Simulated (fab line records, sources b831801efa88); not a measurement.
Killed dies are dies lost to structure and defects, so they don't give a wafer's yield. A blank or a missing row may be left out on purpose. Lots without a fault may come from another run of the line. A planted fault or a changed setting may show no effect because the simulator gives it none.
A struck lot beside a sound one | flow sky130 | 14 steps out of a route of 708
Sound: wafers L840.2, L840.3, L840.6. Struck: wafers L833.2, L833.5, L833.6. The cause comes at the end.
At each step with rows: each side's tool, then ch and its chambers, then its first start. Under that, the readings that differ: sound wafers | struck wafers | difference of the means | sigmas: that difference in standard deviations of wafers without a fault.
alike: readings whose means differ by less than 2 such deviations, and words and numbers that are the same on both sides. not compared: withheld readings, readings that some wafer has no value for, bounds like >300 that may hide the same value, and numbers for which the record gives no deviation and whose values overlap.
The two part at a step that has a row with sigmas, a row that says differs or no value, or rows on one side only. Numbers that don't overlap but have no deviation are shown without sigmas and don't part them. A reading that every wafer of one side lacks parts them only if that side has two wafers or more.

SKY_FIELD_ISO_BOW_MEAS_00:
  sound on film_metro-01, day 4 08:01; struck on film_metro-03, day 2 21:01
  alike: INCOMING_BOW
then, 1 step without rows for these wafers: SKY_FIELD_ISO_OXIDATION_01 (stabilise 600 s, purge 300 s, target thk 12 nm).
SKY_FIELD_ISO_THK_MEAS_02:
  sound on film_metro-01, day 4 10:54; struck on film_metro-01, day 2 23:28
  alike: FIELD_ISO_OXIDATION_00_THK
then, 1 step without rows for these wafers: SKY_FIELD_ISO_CVD_03 (deposits Si3N4 from DCS/NH3, target thk 165 nm, time 2830 s).
SKY_FIELD_ISO_THK_MEAS_04:
  sound on film_metro-03, day 4 13:38; struck on film_metro-04, day 3 09:47
  alike: FIELD_ISO_CVD_03_THK
then, 7 steps without rows for these wafers: SKY_FIELD_ISO_DEHYDRATE_05 (time 60 s); SKY_FIELD_ISO_HMDS_06 (prime time 60 s); SKY_FIELD_ISO_COAT_07 (resist thk 60 nm); SKY_FIELD_ISO_COAT_08 (resist thk 450 nm); SKY_FIELD_ISO_SOFTBAKE_09 (time 90 s); SKY_FIELD_ISO_EXPOSE_10 (exposes mask FOM, target cd 150 nm); SKY_FIELD_ISO_PEB_11.
SKY_FIELD_ISO_DEVELOP_12: develop time 60 s.
  sound on litho_track-02 ch 0, day 5 05:00; struck on litho_track-01, day 4 01:00
  no value came back on the struck wafers for chill_plate_temp_C (C), develop_time_s (s), exhaust_pa (Pa), resist_line_temp_C (C); on the sound wafers chill_plate_temp_C (C) reads 22.89 23.05 22.95
  reading                                          | sound             | struck          | difference | sigmas
  model.KrF-thick_of_FIELD_ISO_COAT_08.thk_nm (nm) | 435.4 434.2 435.7 | 452.4 452.7 452 | +17.3      |
SKY_FIELD_ISO_CD_MEAS_13: target cd 150 nm.
  sound on cd_sem-01, day 5 06:04; struck on cd_sem-01, day 4 02:02
  reading    | sound             | struck | difference                    | sigmas
  cd_nm (nm) | 148.2 148.6 149.7 | - - -  | no value on the struck wafers |

WHERE THEY PART
First at SKY_FIELD_ISO_DEVELOP_12; last, within this record, at SKY_FIELD_ISO_CD_MEAS_13.

WHY: what the simulator had put in
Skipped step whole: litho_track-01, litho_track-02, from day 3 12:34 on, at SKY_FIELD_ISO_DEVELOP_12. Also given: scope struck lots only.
